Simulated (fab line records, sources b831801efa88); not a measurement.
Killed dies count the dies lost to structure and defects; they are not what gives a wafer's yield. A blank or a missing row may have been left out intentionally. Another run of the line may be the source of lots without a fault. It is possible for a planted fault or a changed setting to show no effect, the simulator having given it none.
2 desks looking at one fault ; flow sky130 ; each desk has only its own numbers; what lay behind them comes last

METROLOGY DESK
What the gauges read for every lot (on any tool): the sampled wafers with a number, averaged. Any lot whose mean is over 4 standard deviations away from the usual mean is out of limits and marked OUT; that distance is given in the brackets.
Columns: A = cd_nm at SKY_VIA1_CD_MEAS_12, usual 150.3 nm; B = VIA3_BOW at SKY_VIA3_BOW_MEAS_03, usual 79 um
lot;first seen here;A;B
L614;day 34 04:56;147.9;68
L616;day 34 11:56;147.8;78
L621;day 36 10:12;154.0;76
L623;day 37 08:17;152.1;74
L626;day 38 08:41;148.3;80
L625;day 38 12:20;149.6;81
L627;day 39 05:29;147.4;82
L629;day 39 07:35;151.1;85
L630;day 39 15:35;149.4;70
L633;day 40 03:41;151.2;73
L634;day 40 05:47;149.6;71
Finding of this desk: none of the 11 lots has anything out of limits.

FOR THE TOOL OWNER'S DESK: litho_track-04
The tool's own readings at SKY_METAL2_COAT_10 (resist thk 450 nm): means of the sampled wafers that have a number, for each lot that ran on this tool. Any lot whose mean is over 4 standard deviations away from the usual mean is out of limits and marked OUT; that distance is given in the brackets.
Columns: A = spin_speed_rpm at SKY_METAL2_COAT_10, usual 2999.7 rpm
lot;first seen here;A
L623;day 37 21:00;2998.6
L626;day 38 23:00;2999.6
L625;day 39 02:00;3000.6
L627;day 39 19:00;2577.7 (-99 or more) OUT
L629;day 39 21:00;2575.6 (-99 or more) OUT
L630;day 40 05:00;2578.6 (-99 or more) OUT
Finding of this desk: L627, L629, L630 out of limits; the first was L627 at day 39 19:00, on spin_speed_rpm at SKY_METAL2_COAT_10. In limits: L623, L626, L625.

BROUGHT TOGETHER
On L627, L629, L630, at day 39 19:00, an alarm was possible from the tool owner's desk.
From the metrology desk's view, nothing was out of limits.
The metrology desk holds a record of L627, L629, L630, inside its limits.
On litho_track-04, each named lot ran SKY_METAL2_COAT_10.

WHAT THE SIMULATOR HAD PUT IN
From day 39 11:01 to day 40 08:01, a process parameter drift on litho_track-04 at SKY_METAL2_COAT_10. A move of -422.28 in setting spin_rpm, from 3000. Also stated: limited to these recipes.
Shown lots that were struck: L627, L629, L630.
Delay in hours, fault start to first out-of-limits reading, by desk: the tool owner's desk at 8.
